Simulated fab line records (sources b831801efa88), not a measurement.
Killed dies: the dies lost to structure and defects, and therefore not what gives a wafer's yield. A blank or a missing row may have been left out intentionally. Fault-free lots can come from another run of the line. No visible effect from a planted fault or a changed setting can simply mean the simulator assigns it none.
fab line records :: flow sky130
record
  lots=6
  wafers=18
  last-day=50
route steps=708 shown RES_XHIGH@333 SD_N@342 PAD_OPEN@708
lots that met no fault: taken from a fault-free run of the same line
start-h: hours from the record's first day to the start of the lot's first wafer shown :: wait-h: time in hours since the lot's previous step :: " the same as in the row above :: L1.1+2: a row that stands for several wafers :: - value missing, or start not given :: * or withheld: withheld :: < > ~ a bound
route shown NAME@n: names a module that has steps shown in the file, with the first one's number in the route :: usual: mean/standard deviation taken from wafers without a fault :: same: alike in all rows :: chamber/n: place in a boat :: sites: each site's reading :: _std_site: standard deviation of those values :: _edge_site: mean of outer sites minus mean of inner sites :: radius-mm: how far each site lies from the wafer's centre :: mask NAME#n: copy n :: behind: the most recent tool/chamber to have shaped the wafer :: hold: why the lot was held/for how many hours/how that ended :: device: the n, p or np transistor that did not switch :: end of line: the route-end tests of the same wafers :: step lacking rows: just its recipe :: killed: the dies lost at the first sort to structure and to defects; this is not the yield of the wafer :: map: per-die view of a wafer (x killed, . not killed, _ where there is no die)
set.NAME: the setting the step ran with; set.NAME@STEP: the setting that earlier step ran with :: model.NAME: the simulator's own value behind a step, which no gauge read
lots at some steps of the route; a table a step, a row a wafer
services: a tool's chamber out of use, with start hour (start-h, from the record's first day; less than 0 if before it), hours out, and reason
## steps
# step SKY_RES_XHIGH_HMDS_01
# recipe
  prime-time-s=60
  prime-temp-c=120
# step SKY_RES_XHIGH_COAT_02
# recipe
  resist=NOVOLAK
  spin-rpm=3000
  resist-thk-nm=1140
# step SKY_RES_XHIGH_SOFTBAKE_03
# recipe
  temp-c=90
  time-s=60
  resist=NOVOLAK
# step SKY_RES_XHIGH_EXPOSE_04
# recipe
  mask-id=URPM
  na=0.6
  source-shape=conventional
  sigma-outer=0.6
  polarization=unpolarized
  target-cd-nm=1270
  dose-mj=140
# step SKY_RES_XHIGH_PEB_05
# recipe
  temp-c=withheld
  time-s=*
  resist=NOVOLAK
# step SKY_RES_XHIGH_DEVELOP_06
# recipe
  resist=NOVOLAK
  developer=TMAH
  develop-time-s=60
  dev-temp-c=23
# step SKY_RES_XHIGH_IMPLANT_07
# recipe
  species=BF2
  energy-kev=20.16
  dose-cm2=3.6e+14
  tilt-deg=0
# step SKY_RES_XHIGH_STRIP_08
# recipe
  chemistry=O2/N2
  power-w=1400
  pressure-mtorr=1500
  platen-temp-c=withheld
  o2-flow-sccm=3000
  n2-flow-sccm=300
  overash-fraction=0.5
# usual
  chamber-pressure-mTorr=1500.1/1.3
  drypump-motor-current-A=5.6/0.56
  oes-product-au=0.710/0.0044
  strip-time-to-endpoint-s=14.28/0.038
lot.wafer: L659.3
tool: plasma-asher-04
chamber: 0
start-h: 693.18
wait-h: 0.1
chamber-pressure-mTorr: 1501.3
drypump-motor-current-A: 5.8
oes-product-au: 0.707
rf-hours-counter-h: -
strip-time-to-endpoint-s: 14.32

lot.wafer: L659.4
tool: plasma-asher-04
chamber: 1
start-h: 693.18
wait-h: 0.1
chamber-pressure-mTorr: 1501.8
drypump-motor-current-A: 4.9
oes-product-au: 0.711
rf-hours-counter-h: -
strip-time-to-endpoint-s: 14.30

lot.wafer: L659.5
tool: plasma-asher-04
chamber: 1
start-h: 693.18
wait-h: 0.1
chamber-pressure-mTorr: 1498.9
drypump-motor-current-A: 4.9
oes-product-au: 0.705
rf-hours-counter-h: -
strip-time-to-endpoint-s: 14.30

lot.wafer: L666.2
tool: plasma-asher-04
chamber: 0
start-h: 743.28
wait-h: 0.1
chamber-pressure-mTorr: 1499.6
drypump-motor-current-A: 5.9
oes-product-au: 0.719
rf-hours-counter-h: 95
strip-time-to-endpoint-s: 14.29

lot.wafer: L666.3
tool: plasma-asher-04
chamber: 1
start-h: 743.28
wait-h: 0.1
chamber-pressure-mTorr: 1500.8
drypump-motor-current-A: 4.9
oes-product-au: 0.717
rf-hours-counter-h: -
strip-time-to-endpoint-s: 14.34

lot.wafer: L666.4
tool: plasma-asher-04
chamber: 0
start-h: 743.28
wait-h: 0.1
chamber-pressure-mTorr: 1498.6
drypump-motor-current-A: 5.9
oes-product-au: 0.712
rf-hours-counter-h: -
strip-time-to-endpoint-s: 14.31

lot.wafer: L668.2
tool: plasma-asher-01
chamber: 1
start-h: 769.73
wait-h: 0.1
chamber-pressure-mTorr: 1498.7
drypump-motor-current-A: 5.0
oes-product-au: 0.704
rf-hours-counter-h: 3
strip-time-to-endpoint-s: 14.28

lot.wafer: L668.3
tool: plasma-asher-01
chamber: 0
start-h: 769.73
wait-h: 0.1
chamber-pressure-mTorr: 1501.3
drypump-motor-current-A: 6.4
oes-product-au: 0.710
rf-hours-counter-h: -
strip-time-to-endpoint-s: 14.32

lot.wafer: L668.5
tool: plasma-asher-01
chamber: 0
start-h: 769.73
wait-h: 0.1
chamber-pressure-mTorr: 1501.5
drypump-motor-current-A: 6.4
oes-product-au: 0.718
rf-hours-counter-h: -
strip-time-to-endpoint-s: 14.32

lot.wafer: L670.1
tool: plasma-asher-04
chamber: 1
start-h: 780.74
wait-h: 0.1
chamber-pressure-mTorr: 1499.3
drypump-motor-current-A: 4.9
oes-product-au: 0.717
rf-hours-counter-h: 98
strip-time-to-endpoint-s: 14.29

lot.wafer: L670.2
tool: plasma-asher-04
chamber: 0
start-h: 780.74
wait-h: 0.1
chamber-pressure-mTorr: 1501.3
drypump-motor-current-A: 5.9
oes-product-au: 0.718
rf-hours-counter-h: 98
strip-time-to-endpoint-s: 14.23

lot.wafer: L670.6
tool: plasma-asher-04
chamber: 1
start-h: 780.74
wait-h: 0.1
chamber-pressure-mTorr: 1501.6
drypump-motor-current-A: 4.9
oes-product-au: 0.706
rf-hours-counter-h: -
strip-time-to-endpoint-s: 14.31

lot.wafer: L674.1
tool: plasma-asher-02
chamber: 0
start-h: 799.44
wait-h: 0.1
chamber-pressure-mTorr: 1502.5
drypump-motor-current-A: 6.3
oes-product-au: 0.713
rf-hours-counter-h: 35
strip-time-to-endpoint-s: 14.28

lot.wafer: L674.5
tool: plasma-asher-02
chamber: 0
start-h: 799.44
wait-h: 0.1
chamber-pressure-mTorr: 1500.1
drypump-motor-current-A: 6.3
oes-product-au: 0.710
rf-hours-counter-h: -
strip-time-to-endpoint-s: 14.22

lot.wafer: L674.6
tool: plasma-asher-02
chamber: 1
start-h: 799.44
wait-h: 0.1
chamber-pressure-mTorr: 1501.4
drypump-motor-current-A: 5.5
oes-product-au: 0.716
rf-hours-counter-h: -
strip-time-to-endpoint-s: 14.22

lot.wafer: L675.2
tool: plasma-asher-01
chamber: 0
start-h: 799.74
wait-h: 0.1
chamber-pressure-mTorr: 1502.7
drypump-motor-current-A: 6.4
oes-product-au: 0.706
rf-hours-counter-h: 6
strip-time-to-endpoint-s: 14.26

lot.wafer: L675.4
tool: plasma-asher-01
chamber: 1
start-h: 799.74
wait-h: 0.1
chamber-pressure-mTorr: 1501.5
drypump-motor-current-A: 5.0
oes-product-au: 0.701
rf-hours-counter-h: -
strip-time-to-endpoint-s: 14.30

lot.wafer: L675.6
tool: plasma-asher-01
chamber: 0
start-h: 799.74
wait-h: 0.1
chamber-pressure-mTorr: 1500.9
drypump-motor-current-A: 6.4
oes-product-au: 0.711
rf-hours-counter-h: -
strip-time-to-endpoint-s: 14.28
# step SKY_RES_XHIGH_TW_MEAS_09
# usual
  RES_XHIGH_TW=1645/9.1
lot.wafer: L659.3
tool: film-metro-04
chamber: -
start-h: 693.26
wait-h: 0.1
RES_XHIGH_TW: 1632

lot.wafer: L659.4
tool: film-metro-04
chamber: -
start-h: 693.26
wait-h: 0.1
RES_XHIGH_TW: 1639

lot.wafer: L659.5
tool: film-metro-04
chamber: -
start-h: 693.26
wait-h: 0.1
RES_XHIGH_TW: 1635

lot.wafer: L666.2
tool: film-metro-04
chamber: -
start-h: 743.39
wait-h: 0.1
RES_XHIGH_TW: 1643

lot.wafer: L666.3
tool: film-metro-04
chamber: -
start-h: 743.39
wait-h: 0.1
RES_XHIGH_TW: 1639

lot.wafer: L666.4
tool: film-metro-04
chamber: -
start-h: 743.39
wait-h: 0.1
RES_XHIGH_TW: 1648

lot.wafer: L668.2
tool: film-metro-02
chamber: -
start-h: 769.84
wait-h: 0.1
RES_XHIGH_TW: 1652

lot.wafer: L668.3
tool: film-metro-02
chamber: -
start-h: 769.84
wait-h: 0.1
RES_XHIGH_TW: 1648

lot.wafer: L668.5
tool: film-metro-02
chamber: -
start-h: 769.84
wait-h: 0.1
RES_XHIGH_TW: 1655

lot.wafer: L670.1
tool: film-metro-02
chamber: -
start-h: 780.84
wait-h: 0.1
RES_XHIGH_TW: 1659

lot.wafer: L670.2
tool: film-metro-02
chamber: -
start-h: 780.84
wait-h: 0.1
RES_XHIGH_TW: 1655

lot.wafer: L670.6
tool: film-metro-02
chamber: -
start-h: 780.84
wait-h: 0.1
RES_XHIGH_TW: 1655

lot.wafer: L674.1
tool: film-metro-04
chamber: -
start-h: 799.54
wait-h: 0.1
RES_XHIGH_TW: 1648

lot.wafer: L674.5
tool: film-metro-04
chamber: -
start-h: 799.54
wait-h: 0.1
RES_XHIGH_TW: 1644

lot.wafer: L674.6
tool: film-metro-04
chamber: -
start-h: 799.54
wait-h: 0.1
RES_XHIGH_TW: 1640

lot.wafer: L675.2
tool: film-metro-02
chamber: -
start-h: 799.85
wait-h: 0.1
RES_XHIGH_TW: 1659

lot.wafer: L675.4
tool: film-metro-02
chamber: -
start-h: 799.85
wait-h: 0.1
RES_XHIGH_TW: 1657

lot.wafer: L675.6
tool: film-metro-02
chamber: -
start-h: 799.85
wait-h: 0.1
RES_XHIGH_TW: 1651
# step SKY_SD_N_DEHYDRATE_00
# recipe
  temp-c=200
  time-s=60
# step SKY_SD_N_HMDS_01
# recipe
  prime-time-s=60
  prime-temp-c=120
# step SKY_SD_N_COAT_02
# recipe
  resist=NOVOLAK
  spin-rpm=3000
  resist-thk-nm=1140
# step SKY_SD_N_SOFTBAKE_03
# recipe
  temp-c=90
  time-s=60
  resist=NOVOLAK
# usual
  heater-power-total-W=56.60/0.047
  plate-temp-C=89.99/0.13
lot.wafer: L659.3
tool: litho-track-02
chamber: 0
start-h: 707.14
wait-h: 0.1
heater-power-total-W: 56.59
plate-temp-C: 90.07

lot.wafer: L659.4
tool: litho-track-02
chamber: 0
start-h: 707.14
wait-h: 0.1
heater-power-total-W: 56.49
plate-temp-C: 89.87

lot.wafer: L659.5
tool: litho-track-02
chamber: 0
start-h: 707.14
wait-h: 0.1
heater-power-total-W: 56.57
plate-temp-C: 89.89

lot.wafer: L666.2
tool: litho-track-02
chamber: 0
start-h: 757.47
wait-h: 0.1
heater-power-total-W: 56.53
plate-temp-C: 89.84

lot.wafer: L666.3
tool: litho-track-02
chamber: 0
start-h: 757.47
wait-h: 0.1
heater-power-total-W: 56.61
plate-temp-C: 89.86

lot.wafer: L666.4
tool: litho-track-02
chamber: 0
start-h: 757.47
wait-h: 0.1
heater-power-total-W: 56.56
plate-temp-C: 89.88

lot.wafer: L668.2
tool: litho-track-02
chamber: 0
start-h: 783.12
wait-h: 0.1
heater-power-total-W: 57.45
plate-temp-C: 90.80

lot.wafer: L668.3
tool: litho-track-02
chamber: 0
start-h: 783.12
wait-h: 0.1
heater-power-total-W: 57.45
plate-temp-C: 90.81

lot.wafer: L668.5
tool: litho-track-02
chamber: 0
start-h: 783.12
wait-h: 0.1
heater-power-total-W: 57.54
plate-temp-C: 90.88

lot.wafer: L670.1
tool: litho-track-02
chamber: 0
start-h: 794.24
wait-h: 0.1
heater-power-total-W: 57.35
plate-temp-C: 90.95

lot.wafer: L670.2
tool: litho-track-02
chamber: 0
start-h: 794.24
wait-h: 0.1
heater-power-total-W: 57.49
plate-temp-C: 91.14

lot.wafer: L670.6
tool: litho-track-02
chamber: 0
start-h: 794.24
wait-h: 0.1
heater-power-total-W: 57.48
plate-temp-C: 91.00

lot.wafer: L674.1
tool: litho-track-04
chamber: 0
start-h: 811.53
wait-h: 0.1
heater-power-total-W: 56.63
plate-temp-C: 89.88

lot.wafer: L674.5
tool: litho-track-04
chamber: 0
start-h: 811.53
wait-h: 0.1
heater-power-total-W: 56.61
plate-temp-C: 89.97

lot.wafer: L674.6
tool: litho-track-04
chamber: 0
start-h: 811.53
wait-h: 0.1
heater-power-total-W: 56.62
plate-temp-C: 89.80

lot.wafer: L675.2
tool: litho-track-04
chamber: 0
start-h: 812.15
wait-h: 0.1
heater-power-total-W: 56.59
plate-temp-C: 90.17

lot.wafer: L675.4
tool: litho-track-04
chamber: 0
start-h: 812.15
wait-h: 0.1
heater-power-total-W: 56.59
plate-temp-C: 90.08

lot.wafer: L675.6
tool: litho-track-04
chamber: 0
start-h: 812.15
wait-h: 0.1
heater-power-total-W: 56.61
plate-temp-C: 89.98
# step SKY_SD_N_EXPOSE_04
# recipe
  mask-id=NSDM
  na=0.6
  source-shape=conventional
  sigma-outer=0.6
  polarization=unpolarized
  target-cd-nm=380
  dose-mj=141
# step SKY_PAD_OPEN_PROBE_99
# usual
  killed_at_M0_to_M3=44/6.9
  killed_at_M4_up=3.3/1.7
  killed-at-contacts=24/4.7
  killed-at-front-end=15/4.5
  killed-at-other=0.2/0.49
  killed-dies=86/8.4
  killed-open=47/6.5
  killed-short=39/6
# same
  gross-dies=492
  killed-at-back-side=0
lot.wafer: L659.3
tool: prober-01
chamber: -
start-h: 1129.44
wait-h: 0.2
killed_at_M0_to_M3: 45
killed_at_M4_up: 2
killed-at-contacts: 27
killed-at-front-end: 11
killed-at-other: 0
killed-dies: 85
killed-open: 45
killed-short: 40

lot.wafer: L659.4
tool: prober-01
chamber: -
start-h: 1129.49
wait-h: 0.2
killed_at_M0_to_M3: 36
killed_at_M4_up: 2
killed-at-contacts: 28
killed-at-front-end: 14
killed-at-other: 0
killed-dies: 80
killed-open: 42
killed-short: 38

lot.wafer: L659.5
tool: prober-01
chamber: -
start-h: 1129.54
wait-h: 0.2
killed_at_M0_to_M3: 38
killed_at_M4_up: 3
killed-at-contacts: 34
killed-at-front-end: 23
killed-at-other: 1
killed-dies: 99
killed-open: 55
killed-short: 44

lot.wafer: L666.2
tool: prober-01
chamber: -
start-h: 1162.40
wait-h: 0.1
killed_at_M0_to_M3: 44
killed_at_M4_up: 4
killed-at-contacts: 16
killed-at-front-end: 19
killed-at-other: 1
killed-dies: 84
killed-open: 47
killed-short: 37

lot.wafer: L666.3
tool: prober-01
chamber: -
start-h: 1162.45
wait-h: 0.2
killed_at_M0_to_M3: 53
killed_at_M4_up: 3
killed-at-contacts: 22
killed-at-front-end: 7
killed-at-other: 0
killed-dies: 85
killed-open: 43
killed-short: 42

lot.wafer: L666.4
tool: prober-01
chamber: -
start-h: 1162.50
wait-h: 0.2
killed_at_M0_to_M3: 48
killed_at_M4_up: 3
killed-at-contacts: 33
killed-at-front-end: 13
killed-at-other: 1
killed-dies: 98
killed-open: 52
killed-short: 46

lot.wafer: L668.2
tool: prober-01
chamber: -
start-h: 1179.46
wait-h: 0.1
killed_at_M0_to_M3: 48
killed_at_M4_up: 4
killed-at-contacts: 22
killed-at-front-end: 13
killed-at-other: 1
killed-dies: 88
killed-open: 49
killed-short: 39

lot.wafer: L668.3
tool: prober-01
chamber: -
start-h: 1179.51
wait-h: 0.2
killed_at_M0_to_M3: 54
killed_at_M4_up: 2
killed-at-contacts: 24
killed-at-front-end: 19
killed-at-other: 0
killed-dies: 99
killed-open: 52
killed-short: 47

lot.wafer: L668.5
tool: prober-01
chamber: -
start-h: 1179.61
wait-h: 0.2
killed_at_M0_to_M3: 49
killed_at_M4_up: 5
killed-at-contacts: 26
killed-at-front-end: 7
killed-at-other: 0
killed-dies: 87
killed-open: 41
killed-short: 46

lot.wafer: L670.1
tool: prober-01
chamber: -
start-h: 1185.93
wait-h: 0.1
killed_at_M0_to_M3: 44
killed_at_M4_up: 6
killed-at-contacts: 19
killed-at-front-end: 20
killed-at-other: 0
killed-dies: 89
killed-open: 40
killed-short: 49

lot.wafer: L670.2
tool: prober-01
chamber: -
start-h: 1185.98
wait-h: 0.1
killed_at_M0_to_M3: 45
killed_at_M4_up: 4
killed-at-contacts: 21
killed-at-front-end: 22
killed-at-other: 0
killed-dies: 92
killed-open: 45
killed-short: 47

lot.wafer: L670.6
tool: prober-01
chamber: -
start-h: 1186.18
wait-h: 0.2
killed_at_M0_to_M3: 50
killed_at_M4_up: 4
killed-at-contacts: 14
killed-at-front-end: 14
killed-at-other: 0
killed-dies: 82
killed-open: 47
killed-short: 35

lot.wafer: L674.1
tool: prober-02
chamber: -
start-h: 1195.47
wait-h: 0.1
killed_at_M0_to_M3: 49
killed_at_M4_up: 3
killed-at-contacts: 19
killed-at-front-end: 11
killed-at-other: 1
killed-dies: 83
killed-open: 49
killed-short: 34

lot.wafer: L674.5
tool: prober-02
chamber: -
start-h: 1195.67
wait-h: 0.2
killed_at_M0_to_M3: 38
killed_at_M4_up: 3
killed-at-contacts: 28
killed-at-front-end: 10
killed-at-other: 0
killed-dies: 79
killed-open: 40
killed-short: 39

lot.wafer: L674.6
tool: prober-02
chamber: -
start-h: 1195.72
wait-h: 0.2
killed_at_M0_to_M3: 48
killed_at_M4_up: 4
killed-at-contacts: 26
killed-at-front-end: 17
killed-at-other: 0
killed-dies: 95
killed-open: 55
killed-short: 40

lot.wafer: L675.2
tool: prober-01
chamber: -
start-h: 1196.93
wait-h: 0.1
killed_at_M0_to_M3: 52
killed_at_M4_up: 2
killed-at-contacts: 28
killed-at-front-end: 16
killed-at-other: 0
killed-dies: 98
killed-open: 59
killed-short: 39

lot.wafer: L675.4
tool: prober-01
chamber: -
start-h: 1197.03
wait-h: 0.2
killed_at_M0_to_M3: 51
killed_at_M4_up: 5
killed-at-contacts: 21
killed-at-front-end: 14
killed-at-other: 0
killed-dies: 91
killed-open: 53
killed-short: 38

lot.wafer: L675.6
tool: prober-01
chamber: -
start-h: 1197.13
wait-h: 0.2
killed_at_M0_to_M3: 54
killed_at_M4_up: 7
killed-at-contacts: 15
killed-at-front-end: 17
killed-at-other: 1
killed-dies: 94
killed-open: 38
killed-short: 56
# killed by level:class
L659.3 LI_CONTACT:geometric-particle:open=7 CONTACT:geometric-particle:open=6 METAL1:geometric-particle:short=6 VIA2:geometric-particle:open=6 VIA1:geometric-particle:open=6 VIA3:geometric-particle:open=5 VIA1:geometric-particle:short=5 LOCAL_INTERCONNECT:geometric-particle:short=5
L659.4 VIA1:geometric-particle:open=10 LI_CONTACT:geometric-particle:open=8 CONTACT:geometric-particle:open=8 METAL1:geometric-particle:short=8 POLY_GATE:geometric-particle:open=6 CONTACT:geometric-particle:short=5 VIA2:geometric-particle:short=5 LOCAL_INTERCONNECT:geometric-particle:short=4
L659.5 LI_CONTACT:geometric-particle:open=12 VIA1:geometric-particle:open=9 CONTACT:geometric-particle:open=7 FIELD_ISO:geometric-particle:open=6 CONTACT:geometric-particle:short=6 POLY_GATE:geometric-particle:open=6 METAL1:geometric-particle:short=6 VIA3:geometric-particle:open=6
L666.2 VIA1:geometric-particle:open=10 POLY_GATE:geometric-particle:open=7 CONTACT:geometric-particle:open=7 METAL1:geometric-particle:short=6 LI_CONTACT:geometric-particle:short=5 VIA3:geometric-particle:short=5 VIA2:geometric-particle:open=5 FIELD_ISO:geometric-particle:open=4
L666.3 VIA1:geometric-particle:open=15 METAL1:geometric-particle:short=10 VIA3:geometric-particle:open=7 LOCAL_INTERCONNECT:geometric-particle:short=6 CONTACT:geometric-particle:open=5 METAL2:geometric-particle:short=5 VIA2:geometric-particle:open=5 LI_CONTACT:geometric-particle:open=4
L666.4 LI_CONTACT:geometric-particle:open=10 CONTACT:geometric-particle:open=10 METAL1:geometric-particle:short=10 VIA1:geometric-particle:open=8 VIA2:geometric-particle:open=7 VIA1:geometric-particle:short=6 FIELD_ISO:geometric-particle:short=5 LI_CONTACT:geometric-particle:short=5
L668.2 VIA1:geometric-particle:open=10 FIELD_ISO:geometric-particle:open=7 LI_CONTACT:geometric-particle:open=7 CONTACT:geometric-particle:open=7 VIA2:geometric-particle:open=7 VIA1:geometric-particle:short=6 VIA2:geometric-particle:short=5 METAL3:geometric-particle:short=4
L668.3 VIA1:geometric-particle:open=13 LI_CONTACT:geometric-particle:open=10 VIA3:geometric-particle:open=8 VIA2:geometric-particle:open=8 POLY_GATE:geometric-particle:short=6 CONTACT:geometric-particle:short=5 METAL1:geometric-particle:short=5 VIA1:geometric-particle:short=5
L668.5 CONTACT:geometric-particle:short=9 VIA1:geometric-particle:open=9 CONTACT:geometric-particle:open=8 METAL2:geometric-particle:short=6 VIA3:geometric-particle:open=6 VIA2:geometric-particle:short=6 VIA2:geometric-particle:open=5 METAL1:geometric-particle:short=4
L670.1 METAL2:geometric-particle:short=11 CONTACT:geometric-particle:open=10 METAL1:geometric-particle:short=7 FIELD_ISO:geometric-particle:open=6 VIA1:geometric-particle:open=6 VIA1:geometric-particle:short=5 VIA2:geometric-particle:open=5 POLY_GATE:geometric-particle:short=4
L670.2 VIA1:geometric-particle:open=12 CONTACT:geometric-particle:open=10 METAL2:geometric-particle:short=8 POLY_GATE:geometric-particle:open=7 VIA1:geometric-particle:short=6 METAL1:geometric-particle:short=6 POLY_GATE:geometric-particle:short=5 FIELD_ISO:geometric-particle:short=4
L670.6 VIA1:geometric-particle:open=12 VIA1:geometric-particle:short=10 VIA3:geometric-particle:open=7 METAL2:geometric-particle:short=6 VIA2:geometric-particle:open=5 LI_CONTACT:geometric-particle:open=5 FIELD_ISO:geometric-particle:open=4 POLY_GATE:geometric-particle:short=4
L674.1 VIA1:geometric-particle:open=11 LI_CONTACT:geometric-particle:open=7 CONTACT:geometric-particle:open=7 VIA2:geometric-particle:open=5 VIA3:geometric-particle:open=5 METAL2:geometric-particle:short=4 METAL1:geometric-particle:short=4 VIA3:geometric-particle:short=4
L674.5 VIA1:geometric-particle:open=9 CONTACT:geometric-particle:open=8 LI_CONTACT:geometric-particle:open=7 METAL3:geometric-particle:short=7 LI_CONTACT:geometric-particle:short=6 METAL2:geometric-particle:short=6 METAL1:geometric-particle:short=5 VIA2:geometric-particle:open=4
L674.6 VIA1:geometric-particle:open=17 LOCAL_INTERCONNECT:geometric-particle:short=7 CONTACT:geometric-particle:open=7 VIA3:geometric-particle:open=6 LI_CONTACT:geometric-particle:open=5 METAL1:geometric-particle:short=5 METAL3:geometric-particle:short=5 SPACER:geometric-particle:open=4
L675.2 VIA1:geometric-particle:open=17 CONTACT:geometric-particle:open=11 VIA2:geometric-particle:open=8 POLY_GATE:geometric-particle:short=7 VIA3:geometric-particle:open=7 CONTACT:geometric-particle:short=6 VIA1:geometric-particle:short=6 LI_CONTACT:geometric-particle:short=5
L675.4 VIA2:geometric-particle:open=10 VIA3:geometric-particle:open=10 VIA1:geometric-particle:open=9 CONTACT:geometric-particle:open=8 VIA1:geometric-particle:short=7 POLY_GATE:geometric-particle:short=4 FIELD_ISO:geometric-particle:open=4 METAL1:geometric-particle:open=4
L675.6 VIA1:geometric-particle:open=8 METAL2:geometric-particle:short=8 METAL1:geometric-particle:short=8 METAL3:geometric-particle:short=7 METAL4:geometric-particle:short=6 VIA2:geometric-particle:short=6 POLY_GATE:geometric-particle:open=5 CONTACT:geometric-particle:open=5
## services
tool: plasma-asher-02
chamber: -
start-h: 704.44
hours: 0.4
kind: repair

tool: plasma-asher-01
chamber: -
start-h: 733.75
hours: 9.0
kind: pm

tool: plasma-asher-01
chamber: 0
start-h: 733.75
hours: 9.0
kind: vent-cycle

tool: plasma-asher-01
chamber: 1
start-h: 733.75
hours: 9.0
kind: vent-cycle

tool: plasma-asher-01
chamber: 0
start-h: 742.75
hours: -
kind: clean

tool: plasma-asher-01
chamber: 1
start-h: 742.75
hours: -
kind: clean
## key
first-sign
  step=SKY_SD_N_SOFTBAKE_03
  reading=heater-power-total-W
  direction=up
  sigmas=19
  usual=*
  struck=*
effect
  step=SKY_SD_N_SOFTBAKE_03
  reading=plate-temp-C
  direction=up
  sigmas=7
  usual=*
  struck=*
met-at SKY_SD_N_SOFTBAKE_03
struck-wafers L668.2,L668.3,L668.5,L670.1,L670.2,L670.6
tester-left-out L668,L670
onset-between 757.47 783.12
fault
  kind=process-parameter-drift
  tool=litho-track-02
  chamber=-
  onset-h=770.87
  steps=SKY_SD_N_SOFTBAKE_03
  channel=temp-c
  offset=*
  shape=step
  end-h=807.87
  acts-in=*
  stated=*
# tester-left-out: of these lots the tester's yield and bins aren't shown, on N5 and GAA mostly nor the transistor test; their killed dies are dies lost to structure and defects alone, not to doping, threshold or leakage, so they don't give the yield
